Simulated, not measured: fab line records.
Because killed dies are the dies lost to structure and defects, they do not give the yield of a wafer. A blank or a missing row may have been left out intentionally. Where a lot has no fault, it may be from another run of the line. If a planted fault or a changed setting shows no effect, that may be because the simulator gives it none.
fab line records + flow sky130
[record]
- lots = 14
- wafers = 42
- last_day = 50
route steps=708 shown CAPM@541 METAL3@565 VIA3@586 CAP2M@614
lots that met no fault: taken from a fault-free run of the same line
start_h: the number of hours between the record's first day and the start of the first shown wafer of the lot + wait_h: hours from the lot's prior step to this one + " as in the row above + L1.1+2: a row that stands for several wafers + - no value, or no start given + * or withheld: withheld + < > ~ a bound
route shown NAME@n: a module of which the file shows steps, and the number in the route of the first + usual: average and standard deviation across the fault-free wafers + same: alike in all rows + chamber/n: place in a boat + sites: per-site readings + _std_site: their standard deviation + _edge_site: mean of outer sites minus mean of inner sites + radius_mm: how far each site lies from the wafer's centre + mask NAME#n: copy n + behind: the most recent tool/chamber to have shaped the wafer + hold: the reason the lot was held/the length of the hold in hours/how it ended + device: names the non-switching transistor (n, p or np) + end of line: tests of these same wafers at the route's end + a step with no rows: only its recipe + killed: the dies lost at the first sort to structure and to defects; this is not the yield of the wafer + map: a wafer's dies, marking killed ones x, the rest . and places with no die _
set.NAME: setting as actually run; set.NAME@STEP: the setting as run at that earlier step + model.NAME: the simulator's own value behind a step, which no gauge read
a sample of lots followed through the steps of the route, with each step as a table and each wafer as a row
services: when a tool's chamber went out of use (start_h, in hours from the record's first day, below 0 if earlier), for how many hours, and the reason
[[steps]]
[step SKY_CAPM_THK_MEAS_04]
[recipe]
- thk_meas_gauge = xrf
- reads = TiN_of_CAPM_SPUTTER_02
[usual]
- CAPM_TIN_THK = 203.3/2.9
| lot.wafer | tool          | chamber | start_h | wait_h | CAPM_TIN_THK[nm] |
|-----------|---------------|---------|---------|--------|------------------|
| L996.1    | film_metro-02 | -       | 857.71  | 0.1    | 211.8            |
| L996.3    | "             | -       | "       | "      | 208.0            |
| L996.6    | "             | -       | "       | "      | 209.1            |
| L998.1    | film_metro-02 | -       | 876.09  | 0.1    | 203.6            |
| L998.3    | "             | -       | "       | "      | 207.9            |
| L998.6    | "             | -       | "       | "      | 205.9            |
| L999.3    | film_metro-02 | -       | 878.96  | 0.1    | 205.2            |
| L999.4    | "             | -       | "       | "      | 203.6            |
| L999.6    | "             | -       | "       | "      | 203.6            |
| L101.2    | film_metro-01 | -       | 903.50  | 0.1    | 205.8            |
| L101.4    | "             | -       | "       | "      | 206.4            |
| L101.6    | "             | -       | "       | "      | 204.3            |
| L102.3    | film_metro-01 | -       | 907.98  | 0.1    | 203.3            |
| L102.4    | "             | -       | "       | "      | 200.4            |
| L102.6    | "             | -       | "       | "      | 203.2            |
| L108.3    | film_metro-01 | -       | 947.35  | 0.1    | 202.6            |
| L108.4    | "             | -       | "       | "      | 202.4            |
| L108.5    | "             | -       | "       | "      | 202.6            |
| L109.1    | film_metro-02 | -       | 966.13  | 0.1    | 198.0            |
| L109.3    | "             | -       | "       | "      | 199.8            |
| L109.5    | "             | -       | "       | "      | 199.6            |
| L110.1    | film_metro-03 | -       | 969.42  | 0.1    | 199.6            |
| L110.3    | "             | -       | "       | "      | 197.9            |
| L110.6    | "             | -       | "       | "      | 198.8            |
| L112.1    | film_metro-02 | -       | 980.15  | 0.1    | 201.3            |
| L112.2    | "             | -       | "       | "      | 201.4            |
| L112.5    | "             | -       | "       | "      | 200.9            |
| L113.2    | film_metro-03 | -       | 988.97  | 0.1    | 206.9            |
| L113.5    | "             | -       | "       | "      | 204.5            |
| L113.6    | "             | -       | "       | "      | 209.9            |
| L114.1    | film_metro-03 | -       | 990.23  | 0.1    | 201.8            |
| L114.4    | "             | -       | "       | "      | 206.3            |
| L114.6    | "             | -       | "       | "      | 202.4            |
| L115.2    | film_metro-02 | -       | 997.63  | 0.1    | 199.9            |
| L115.3    | "             | -       | "       | "      | 203.0            |
| L115.6    | "             | -       | "       | "      | 201.3            |
| L116.2    | film_metro-01 | -       | 1001.92 | 0.1    | 202.7            |
| L116.3    | "             | -       | "       | "      | 204.4            |
| L116.6    | "             | -       | "       | "      | 204.4            |
| L117.1    | film_metro-03 | -       | 1012.72 | 0.1    | 202.6            |
| L117.4    | "             | -       | "       | "      | 202.6            |
| L117.6    | "             | -       | "       | "      | 203.0            |
[step SKY_METAL3_DESCUM_15]
[recipe]
- chemistry = O2
- source_power_w = 150
- bias_power_w = 0
- pressure_mtorr = 10
- temp_c = 40
- time_s = 8
[usual]
- drypump_motor_current_A = 5.8/0.44
- oes_product_au = 1.009/0.012
| lot.wafer | tool         | chamber | start_h | wait_h | drypump_motor_current_A | oes_product_au | rf_hours_counter_h |
|-----------|--------------|---------|---------|--------|-------------------------|----------------|--------------------|
| L996.1    | rie_metal-03 | 0       | 908.70  | 0.0    | 5.8                     | 1.005          | 6                  |
| L996.3    | "            | 1       | "       | "      | 6.2                     | 1.012          | -                  |
| L996.6    | "            | 0       | "       | "      | 5.8                     | 1.014          | -                  |
| L998.1    | rie_metal-02 | 0       | 926.65  | 0.0    | 6.2                     | 1.021          | 10                 |
| L998.3    | "            | 0       | "       | "      | 6.2                     | 1.012          | -                  |
| L998.6    | "            | 0       | "       | "      | 6.2                     | 1.016          | -                  |
| L999.3    | rie_metal-02 | 0       | 930.52  | 0.0    | 6.3                     | 1.013          | -                  |
| L999.4    | "            | 0       | "       | "      | 6.2                     | 1.020          | -                  |
| L999.6    | "            | 0       | "       | "      | 6.2                     | 1.016          | -                  |
| L101.2    | rie_metal-02 | 0       | 952.70  | 0.0    | 6.3                     | 1.017          | 12                 |
| L101.4    | "            | 1       | "       | "      | 5.1                     | 0.992          | -                  |
| L101.6    | "            | 1       | "       | "      | 5.1                     | 1.010          | -                  |
| L102.3    | rie_metal-03 | 1       | 956.46  | 0.0    | 6.1                     | 1.001          | -                  |
| L102.4    | "            | 0       | "       | "      | 5.7                     | 1.014          | -                  |
| L102.6    | "            | 1       | "       | "      | 6.2                     | 1.009          | -                  |
| L108.3    | rie_metal-02 | 1       | 995.80  | 0.0    | 5.1                     | 1.005          | -                  |
| L108.4    | "            | 0       | "       | "      | 6.2                     | 1.028          | -                  |
| L108.5    | "            | 1       | "       | "      | 5.1                     | 1.005          | -                  |
| L109.1    | rie_metal-02 | 1       | 1012.55 | 0.0    | 5.1                     | 1.003          | 3                  |
| L109.3    | "            | 0       | "       | "      | 6.2                     | 1.030          | -                  |
| L109.5    | "            | 0       | "       | "      | 6.2                     | 1.026          | -                  |
| L110.1    | rie_metal-02 | 1       | 1017.20 | 0.0    | 5.1                     | 1.004          | 3                  |
| L110.3    | "            | 1       | "       | "      | 5.1                     | 1.010          | -                  |
| L110.6    | "            | 0       | "       | "      | 6.2                     | 1.025          | -                  |
| L112.1    | rie_metal-04 | 0       | 1026.79 | 0.0    | 5.7                     | 1.009          | 13                 |
| L112.2    | "            | 1       | "       | "      | 5.4                     | 0.997          | 18                 |
| L112.5    | "            | 1       | "       | "      | 5.3                     | 1.008          | -                  |
| L113.2    | rie_metal-02 | 1       | 1035.49 | 0.0    | 5.1                     | 0.990          | 5                  |
| L113.5    | "            | 1       | "       | "      | 5.1                     | 0.998          | -                  |
| L113.6    | "            | 0       | "       | "      | 6.3                     | 1.024          | -                  |
| L114.1    | rie_metal-03 | 0       | 1035.84 | 0.0    | 5.8                     | 1.002          | 13                 |
| L114.4    | "            | 0       | "       | "      | 5.8                     | 0.998          | -                  |
| L114.6    | "            | 1       | "       | "      | 6.2                     | 0.997          | -                  |
| L115.2    | rie_metal-02 | 0       | 1043.25 | 0.0    | 6.3                     | 1.017          | 17                 |
| L115.3    | "            | 1       | "       | "      | 5.1                     | 0.996          | -                  |
| L115.6    | "            | 1       | "       | "      | 5.1                     | 1.003          | -                  |
| L116.2    | rie_metal-04 | 1       | 1046.85 | 0.0    | 5.4                     | 0.984          | 19                 |
| L116.3    | "            | 0       | "       | "      | 5.7                     | 0.997          | -                  |
| L116.6    | "            | 0       | "       | "      | 5.7                     | 1.016          | -                  |
| L117.1    | rie_metal-03 | 0       | 1057.79 | 0.0    | 5.8                     | 1.009          | 14                 |
| L117.4    | "            | 1       | "       | "      | 6.2                     | 1.004          | -                  |
| L117.6    | "            | 0       | "       | "      | 5.7                     | 1.013          | -                  |
[step SKY_VIA3_OVL_MEAS_13]
[usual]
- VIA3_OVL = -4/3.9
| lot.wafer | tool       | chamber | start_h | wait_h | VIA3_OVL[nm] |
|-----------|------------|---------|---------|--------|--------------|
| L996.1    | overlay-02 | -       | 934.51  | 0.1    | -1           |
| L996.3    | "          | -       | "       | "      | 0            |
| L996.6    | "          | -       | "       | "      | -11          |
| L998.1    | overlay-02 | -       | 952.24  | 0.1    | -2           |
| L998.3    | "          | -       | "       | "      | 3            |
| L998.6    | "          | -       | "       | "      | 1            |
| L999.3    | overlay-02 | -       | 961.02  | 0.1    | -5           |
| L999.4    | "          | -       | "       | "      | -7           |
| L999.6    | "          | -       | "       | "      | 0            |
| L101.2    | overlay-01 | -       | 978.80  | 0.1    | -2           |
| L101.4    | "          | -       | "       | "      | 1            |
| L101.6    | "          | -       | "       | "      | -5           |
| L102.3    | overlay-02 | -       | 981.58  | 0.1    | -4           |
| L102.4    | "          | -       | "       | "      | -7           |
| L102.6    | "          | -       | "       | "      | -4           |
| L108.3    | overlay-01 | -       | 1021.18 | 0.1    | -7           |
| L108.4    | "          | -       | "       | "      | 0            |
| L108.5    | "          | -       | "       | "      | 0            |
| L109.1    | overlay-02 | -       | 1037.39 | 0.1    | -3           |
| L109.3    | "          | -       | "       | "      | -9           |
| L109.5    | "          | -       | "       | "      | 1            |
| L110.1    | overlay-01 | -       | 1042.24 | 0.1    | -3           |
| L110.3    | "          | -       | "       | "      | -7           |
| L110.6    | "          | -       | "       | "      | -2           |
| L112.1    | overlay-02 | -       | 1050.81 | 0.1    | -5           |
| L112.2    | "          | -       | "       | "      | -3           |
| L112.5    | "          | -       | "       | "      | -2           |
| L113.2    | overlay-01 | -       | 1059.20 | 0.1    | -2           |
| L113.5    | "          | -       | "       | "      | -6           |
| L113.6    | "          | -       | "       | "      | -5           |
| L114.1    | overlay-02 | -       | 1059.36 | 0.1    | -4           |
| L114.4    | "          | -       | "       | "      | -4           |
| L114.6    | "          | -       | "       | "      | -3           |
| L115.2    | overlay-01 | -       | 1066.37 | 0.1    | -5           |
| L115.3    | "          | -       | "       | "      | -4           |
| L115.6    | "          | -       | "       | "      | 1            |
| L116.2    | overlay-01 | -       | 1069.67 | 0.1    | -7           |
| L116.3    | "          | -       | "       | "      | -9           |
| L116.6    | "          | -       | "       | "      | -6           |
| L117.1    | overlay-02 | -       | 1080.06 | 0.1    | -6           |
| L117.4    | "          | -       | "       | "      | -10          |
| L117.6    | "          | -       | "       | "      | -15          |
[step SKY_CAP2M_DEVELOP_11]
[recipe]
- resist = NOVOLAK
- developer = TMAH
- develop_time_s = 60
- dev_temp_c = 23
[usual]
- chill_plate_temp_C = 22.99/0.12
- develop_time_s = 60/0
- exhaust_pa = 45.0/0.92
| lot.wafer | tool           | chamber | start_h | wait_h | chill_plate_temp_C | develop_time_s | exhaust_pa |
|-----------|----------------|---------|---------|--------|--------------------|----------------|------------|
| L996.1    | litho_track-02 | 0       | 963.04  | 0.1    | 23.01              | 60             | 46.6       |
| L996.3    | "              | 0       | "       | "      | 22.89              | 60             | 46.5       |
| L996.6    | "              | 0       | "       | "      | 22.95              | 60             | 46.1       |
| L998.1    | litho_track-01 | 0       | 977.27  | 0.1    | 22.91              | 60             | 45.9       |
| L998.3    | "              | 0       | "       | "      | 23.01              | 60             | 46.4       |
| L998.6    | "              | 0       | "       | "      | 23.10              | 60             | 45.3       |
| L999.3    | litho_track-04 | 0       | 986.24  | 0.1    | 22.95              | 60             | 46.1       |
| L999.4    | "              | 0       | "       | "      | 23.12              | 60             | 44.5       |
| L999.6    | "              | 0       | "       | "      | 23.05              | 60             | 44.1       |
| L101.2    | litho_track-04 | 0       | 1003.47 | 0.1    | 22.98              | 60             | 44.6       |
| L101.4    | "              | 0       | "       | "      | 23.09              | 60             | 44.7       |
| L101.6    | "              | 0       | "       | "      | 22.94              | 60             | 44.7       |
| L102.3    | litho_track-04 | 0       | 1006.64 | 0.1    | 23.09              | 60             | 45.0       |
| L102.4    | "              | 0       | "       | "      | 23.00              | 60             | 46.0       |
| L102.6    | "              | 0       | "       | "      | 22.97              | 60             | 43.3       |
| L108.3    | litho_track-01 | 0       | 1044.92 | 0.1    | 22.85              | 60             | 45.1       |
| L108.4    | "              | 0       | "       | "      | 22.71              | 60             | 44.8       |
| L108.5    | "              | 0       | "       | "      | 22.67              | 60             | 45.7       |
| L109.1    | litho_track-01 | -       | 1061.07 | 0.1    | -                  | -              | -          |
| L109.3    | "              | -       | "       | "      | -                  | -              | -          |
| L109.5    | "              | -       | "       | "      | -                  | -              | -          |
| L110.1    | litho_track-01 | -       | 1065.07 | 0.1    | -                  | -              | -          |
| L110.3    | "              | -       | "       | "      | -                  | -              | -          |
| L110.6    | "              | -       | "       | "      | -                  | -              | -          |
| L112.1    | litho_track-01 | 0       | 1073.62 | 0.1    | 22.90              | 60             | 45.0       |
| L112.2    | "              | 0       | "       | "      | 23.00              | 60             | 45.3       |
| L112.5    | "              | 0       | "       | "      | 23.04              | 60             | 45.6       |
| L113.2    | litho_track-01 | 0       | 1081.10 | 0.1    | 23.01              | 60             | 46.5       |
| L113.5    | "              | 0       | "       | "      | 23.06              | 60             | 45.3       |
| L113.6    | "              | 0       | "       | "      | 22.96              | 60             | 45.7       |
| L114.1    | litho_track-01 | 0       | 1081.37 | 0.1    | 23.06              | 60             | 44.6       |
| L114.4    | "              | 0       | "       | "      | 22.99              | 60             | 45.4       |
| L114.6    | "              | 0       | "       | "      | 23.08              | 60             | 45.7       |
| L115.2    | litho_track-02 | 0       | 1089.51 | 0.1    | 22.94              | 60             | 45.4       |
| L115.3    | "              | 0       | "       | "      | 23.03              | 60             | 44.0       |
| L115.6    | "              | 0       | "       | "      | 22.72              | 60             | 44.3       |
| L116.2    | litho_track-02 | 0       | 1091.96 | 0.1    | 22.83              | 60             | 44.2       |
| L116.3    | "              | 0       | "       | "      | 22.82              | 60             | 44.9       |
| L116.6    | "              | 0       | "       | "      | 23.03              | 60             | 42.3       |
| L117.1    | litho_track-02 | 0       | 1100.99 | 0.1    | 23.19              | 60             | 44.3       |
| L117.4    | "              | 0       | "       | "      | 23.14              | 60             | 44.5       |
| L117.6    | "              | 0       | "       | "      | 23.11              | 60             | 44.2       |
[[services]]
| tool           | chamber | start_h | hours | kind                      |
|----------------|---------|---------|-------|---------------------------|
| rie_metal-02   | 1       | 912.04  | -     | clean                     |
| rie_metal-02   | 1       | 912.04  | 24.6  | scheduled_down            |
| rie_metal-02   | 1       | 912.04  | 24.6  | vent_cycle                |
| litho_track-02 | -       | 954.60  | -     | consumable_replace:filter |
| rie_metal-03   | -       | 1088.90 | 0.5   | repair                    |
| rie_metal-02   | -       | 1093.19 | 1.4   | pm                        |
[[key]]
[first_sign]
- step = SKY_CAP2M_DEVELOP_11
- reading = tool_record
- direction = missing
effect none on later readings
met_at SKY_CAP2M_DEVELOP_11
struck_lots L109,L110
later_rows_left_out L109.1,L109.3,L109.5,L110.1,L110.3,L110.6
sort_left_out L109.1,L109.3,L109.5,L110.1,L110.3,L110.6
not_acting_at SKY_CAPM_THK_MEAS_04,SKY_METAL3_DESCUM_15,SKY_VIA3_OVL_MEAS_13
onset_between 1044.92 1061.07
[fault]
- kind = skipped_step_whole
- tool = litho_track-01
- chamber = -
- onset_h = 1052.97
- steps = SKY_CAP2M_DEVELOP_11
- scope = struck_lots_only
// sort_left_out: the simulated sort isn't trusted on such a fault, so these wafers' sort isn't shown, and their yield isn't known
// later_rows_left_out: the simulator's readings of these wafers behind a module that went badly wrong aren't trusted and aren't shown, but for the sort
